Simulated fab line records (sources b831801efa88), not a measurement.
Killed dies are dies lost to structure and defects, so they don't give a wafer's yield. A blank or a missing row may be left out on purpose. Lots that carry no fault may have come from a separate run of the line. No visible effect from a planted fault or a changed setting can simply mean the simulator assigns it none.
What tool caused it? | flow gf180mcu | Sampling: 14 lots, 42 wafers, 2 of 602 route steps

WHAT THE GAUGES SHOWED, per wafer
GF_HV_LDD_OVL_MEAS_47.
lot  | measured     | on         | HV_LDD_03_OVL (nm)
L899 | day 12 09:43 | overlay-01 | 1.0 -0.1 0.2
L900 | day 12 19:21 | overlay-02 | -2.4 -2.4 -1.2
L901 | day 13 05:49 | overlay-01 | -1.5 -2.9 -2.4
L903 | day 14 01:31 | overlay-01 | 0.8 0.6 1.8
L906 | day 14 16:01 | overlay-02 | -1.5 -0.5 -0.9
L907 | day 14 20:04 | overlay-01 | 0.6 0.0 1.1
L908 | day 15 06:07 | overlay-02 | 0.9 0.2 0.0
L909 | day 15 18:41 | overlay-02 | 1.3 -1.5 -0.8
L914 | day 17 09:01 | overlay-01 | 0.2 1.8 -0.8
L916 | day 18 05:20 | overlay-02 | -108.1 -107.0 -107.7 -108.0 -106.9 -107.7
L918 | day 18 18:53 | overlay-01 | -104.3 -103.5 -104.2 -104.3 -103.6 -104.3
L920 | day 19 07:40 | overlay-02 | -1.7 -3.5 -2.9
L921 | day 20 01:50 | overlay-01 | 4.6 1.3 1.2
L922 | day 20 10:49 | overlay-01 | 0.6 0.8 2.4

WHICH TOOL RAN EACH LOT (tool, then ch and the chambers of the sampled wafers, then the start)
lot  | GF_HV_LDD_EXPOSE_43
L899 | iline-stepper-02 ch 0, day 12 00:14
L900 | iline-stepper-02 ch 0, day 12 09:57
L901 | iline-stepper-02 ch 0, day 12 19:45
L903 | iline-stepper-01 ch 0, day 13 15:48
L906 | iline-stepper-01 ch 0, day 14 06:03
L907 | iline-stepper-01 ch 0, day 14 09:51
L908 | iline-stepper-02 ch 0, day 14 19:44
L909 | iline-stepper-01 ch 0, day 15 08:25
L914 | iline-stepper-01 ch 0, day 16 21:23
L916 | iline-stepper-01 ch 0, day 17 18:03
L918 | iline-stepper-01 ch 0, day 18 06:33
L920 | iline-stepper-02 ch 0, day 18 19:26
L921 | iline-stepper-02 ch 0, day 19 13:59
L922 | iline-stepper-02 ch 0, day 19 23:14
- GF_HV_LDD_EXPOSE_43: exposes mask Pplus HV AREA, target cd 400 nm.

AS READ BY THE TOOLS THEMSELVES (means over the sampled wafers that have a number; for cases with no such wafer, the mark the record gives instead)
The record holds no such reading with a usual standard deviation.

THE ANSWER, worked out from the rows above alone
Rule: the lots themselves supply what counts as usual. The widest of any qualifying gaps counts: lots, ordered by their means at a reading, are off when they make up no more than a third of the lots, leave a main group of 4 or more, and stand apart from it by 3 or more times the standard deviation of that group's means. Not used: any main group whose means are identical at the precision the tables above print for the reading. A lot without any number at a reading at which 4 lots or more have one is off too. Where the step has rows for the other lots, those lots are counted as sound. After the gauges, taken in route order, come the tools' own readings; for these a lot's mean is taken, as printed above. At the first step where some lot is off, the reading lying furthest off is the one used; lots without a number count as furthest.
Off: L916, L918, seen at GF_HV_LDD_OVL_MEAS_47 (HV_LDD_03_OVL). Main group: mean -0.2 nm, sd 1.5.
If a tool, at a process step before that reading, ran all the lots that are off and no sound lot after the first of them, it fits. Gauges at GF_HV_LDD_OVL_MEAS_47: tried the same way as those tools. One fits: iline-stepper-01 at GF_HV_LDD_EXPOSE_43. Its last sound lot is L914 (day 16 21:23), its first lot that is off L916 (day 17 18:03): a fault that began between those two fits.

WHAT HAD BEEN PUT IN BY THE SIMULATOR
Scanner matching overlay: iline-stepper-01, from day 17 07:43 on, at GF_HV_LDD_EXPOSE_43. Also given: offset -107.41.
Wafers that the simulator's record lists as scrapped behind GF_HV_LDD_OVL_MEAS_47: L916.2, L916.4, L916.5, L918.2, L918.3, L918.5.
Lots struck among those shown: L916, L918. The rule above found the same.
